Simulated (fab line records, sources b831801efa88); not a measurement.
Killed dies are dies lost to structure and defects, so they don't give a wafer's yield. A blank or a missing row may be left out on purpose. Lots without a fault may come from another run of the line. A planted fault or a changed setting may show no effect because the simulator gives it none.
Tool commonality check | flow gf180mcu | 14 lots, 42 wafers sampled

WHY IT WAS OPENED
At GF_HV_LDD_OVL_MEAS_08 the reading HV_LDD_OVL is flagged on 2 of 14 lots. Wafers without a fault read 0.5 nm, standard deviation 1.5.
Rule: a lot is flagged when every wafer of it that has a number lies more than 4 standard deviations from that mean, or none has a number. The other lots count as sound.

lot  | measured     | on         | HV_LDD_OVL (nm), wafer by wafer | flag
L608 | day 10 06:20 | overlay-02 | 2.9 1.3 3.1                     |
L610 | day 10 22:01 | overlay-01 | 0.2 0.0 -0.5                    |
L611 | day 11 06:01 | overlay-01 | 0.7 -0.1 0.5                    |
L612 | day 11 19:46 | overlay-02 | 0.7 2.2 0.9                     |
L613 | day 11 23:23 | overlay-02 | 1.2 2.1 2.5                     |
L615 | day 12 13:49 | overlay-02 | -1.5 -1.0 -2.5                  |
L616 | day 12 22:20 | overlay-02 | -0.4 2.4 2.0                    |
L618 | day 13 10:07 | overlay-01 | 1.2 0.9 2.5                     |
L619 | day 13 23:58 | overlay-01 | 1.5 -0.3 -0.8                   |
L621 | day 14 10:19 | overlay-01 | 1.8 -0.8 0.5                    |
L624 | day 15 04:28 | overlay-02 | 1.3 1.1 2.4                     |
L625 | day 15 17:49 | overlay-01 | -99.1 -99.0 -97.6               | FLAGGED
L626 | day 15 19:49 | overlay-01 | -97.0 -97.7 -97.2               | FLAGGED
L630 | day 17 02:25 | overlay-01 | 2.2 0.6 1.2                     |
The numbers of the flagged lots are -97.9 nm on average: -98.4 nm against the usual, or -66 standard deviations.

WHICH TOOL RAN EACH LOT
The record holds 1 process step before the reading, out of a route of 602 steps. In each cell: the tool, then ch and the chambers that the sampled wafers went through, then the start.
lot  | flag    | GF_HV_LDD_EXPOSE_04
L608 |         | iline_stepper-02 ch 0, day 9 21:47
L610 |         | iline_stepper-01 ch 0, day 10 12:24
L611 |         | iline_stepper-02 ch 0, day 10 20:50
L612 |         | iline_stepper-02 ch 0, day 11 09:51
L613 |         | iline_stepper-02 ch 0, day 11 13:59
L615 |         | iline_stepper-01 ch 0, day 12 04:29
L616 |         | iline_stepper-02 ch 0, day 12 12:34
L618 |         | iline_stepper-01 ch 0, day 13 00:13
L619 |         | iline_stepper-01 ch 0, day 13 13:20
L621 |         | iline_stepper-01 ch 0, day 13 23:42
L624 |         | iline_stepper-01 ch 0, day 14 19:17
L625 | FLAGGED | iline_stepper-02 ch 0, day 15 06:47
L626 | FLAGGED | iline_stepper-02 ch 0, day 15 08:28
L630 |         | iline_stepper-01 ch 0, day 16 16:29
What these steps do:
- GF_HV_LDD_EXPOSE_04: exposes mask Nplus LV AREA, target cd 400 nm.
- GF_HV_LDD_OVL_MEAS_08

FLAGGED OVER TOTAL, TOOL BY TOOL (the gauges that took the reading come last)
step                  | tool             | lots run | flagged | share of the flagged lots | sound lots run after its first flagged lot
GF_HV_LDD_EXPOSE_04   | iline_stepper-01 | 7        | 0       | none                      | -
GF_HV_LDD_EXPOSE_04   | iline_stepper-02 | 7        | 2       | all                       | 0
GF_HV_LDD_OVL_MEAS_08 | overlay-01       | 8        | 2       | all                       | 1 (L630)
GF_HV_LDD_OVL_MEAS_08 | overlay-02       | 6        | 0       | none                      | -

WHAT THE TABLE ALLOWS
2 rows of the table ran every flagged lot: iline_stepper-02 at GF_HV_LDD_EXPOSE_04, overlay-01 at GF_HV_LDD_OVL_MEAS_08.
- iline_stepper-02 at GF_HV_LDD_EXPOSE_04: 2 of its 7 lots flagged. Its last sound lot is L616 (day 12 12:34), its first flagged lot L625 (day 15 06:47): a fault that began between those two fits.
- overlay-01 at GF_HV_LDD_OVL_MEAS_08: 2 of its 8 lots flagged. Sound lots ran on it after the first flagged one (L630), which a lasting fault on the whole tool wouldn't allow.
One tool is left: iline_stepper-02 at GF_HV_LDD_EXPOSE_04.

WHAT THE SIMULATOR HAD PUT IN
Scanner matching overlay: iline_stepper-02, from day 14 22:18 on, at GF_HV_LDD_EXPOSE_04. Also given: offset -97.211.
Lots struck among those shown: L625, L626. The rule above found the same.
